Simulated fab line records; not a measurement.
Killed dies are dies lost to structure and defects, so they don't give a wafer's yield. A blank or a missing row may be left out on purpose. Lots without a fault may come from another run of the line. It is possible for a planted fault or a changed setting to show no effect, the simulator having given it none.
Problem report in the 8D (eight disciplines) form, filled by code ; flow gf180mcu ; the parts of the form that need people (team, actions taken, sign-off) are left out

## 1. WHAT WENT WRONG
Mean POLY_GATE_CVD_00_THK at GF_POLY_GATE_THK_MEAS_01: 221.2 nm over 6 wafers in 2 lots; fault-free wafers: 199.5 nm, standard deviation 1.7. That is +13 standard deviations from the usual mean.
First observed at day 12 22:44: wafer L813.1, on film_metro-04. The record holds 39 wafers of 13 lots with a number at this step. The rule behind "out" and "out of limits": a value lying over 4 standard deviations away from the usual mean. All remaining wafers that have a number are taken as sound.

## 2. WHAT IT IS, AND WHAT IT ISN'T
question;is;is not
which readings at this step;POLY_GATE_CVD_00_THK;-
which lots;L813, L815;L800, L801, L802, L803, L804, L805, L806, L807, L808, L819, L820
which wafers of those lots;all that have a number;-
read on which gauges;film_metro-04;film_metro-02, film_metro-03
when;from day 12 22:44;"up to then (27 sound wafers); but 6 sound wafers of L819, L820 came after"

## 3. THE SUSPECTS, EACH WITH WHAT RULES IT OUT
Counting: a tool at a process step up to the reading stays a suspect if it ran every lot that is out and no sound lot after the first of them.
- the gauge at GF_POLY_GATE_THK_MEAS_01: kept. All the wafers that are out were read on film_metro-04, and no step on other tools shows them out.
- lpcvd-01 at GF_POLY_GATE_CVD_00 (deposits poly-Si, target thk 200 nm, time 1200 s): kept. Every lot that is out went through it, starting with L813 (day 12 21:24), and after that it ran no sound lot; the last sound lot it ran before then is L808 (day 10 17:45).
Left after counting: lpcvd-01 at GF_POLY_GATE_CVD_00, film_metro-04 at GF_POLY_GATE_THK_MEAS_01.

## 4. THE CAUSE (what the simulator had put in)
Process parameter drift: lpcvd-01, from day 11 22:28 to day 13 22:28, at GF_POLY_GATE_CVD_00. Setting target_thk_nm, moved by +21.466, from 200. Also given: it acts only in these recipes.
After counting, 2 suspects remain, this tool included.

## 5. THE CHAIN OF EFFECTS, in route order
Rows list readings where the struck wafers' mean (over those with a number) sits beyond 3 standard deviations from the usual. Only readings whose record carries a usual standard deviation are examined. hours: median over the lots of the time between each lot's start at the first step of this table that gives one and its start at this step. sigmas: the change, counted in usual standard deviations.
hours;step;reading;usual;on struck wafers;change;sigmas
0;GF_POLY_GATE_THK_MEAS_01;POLY_GATE_CVD_00_THK;199.5 nm;221.2;+21.7;+13
Later measuring or inspecting steps at which every struck wafer that the step has a row for has a number for every such reading, and none has moved that far: GF_HV_LDD_CD_MEAS_19.

## 6. WHAT WOULD HAVE CAUGHT IT SOONER
In this record the first reading out of limits at a measuring or inspecting step was taken at day 12 22:44, 24 hours after the fault began at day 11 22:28.
Tool readings at GF_POLY_GATE_CVD_00 with a usual standard deviation given in the record: none out on any struck wafer, hence no alarm at a limit of 4 standard deviations on them.
Lots out: 2; of these, L815 started GF_POLY_GATE_CVD_00 on lpcvd-01 after day 12 22:44. Holding the tool at that time would have saved it.
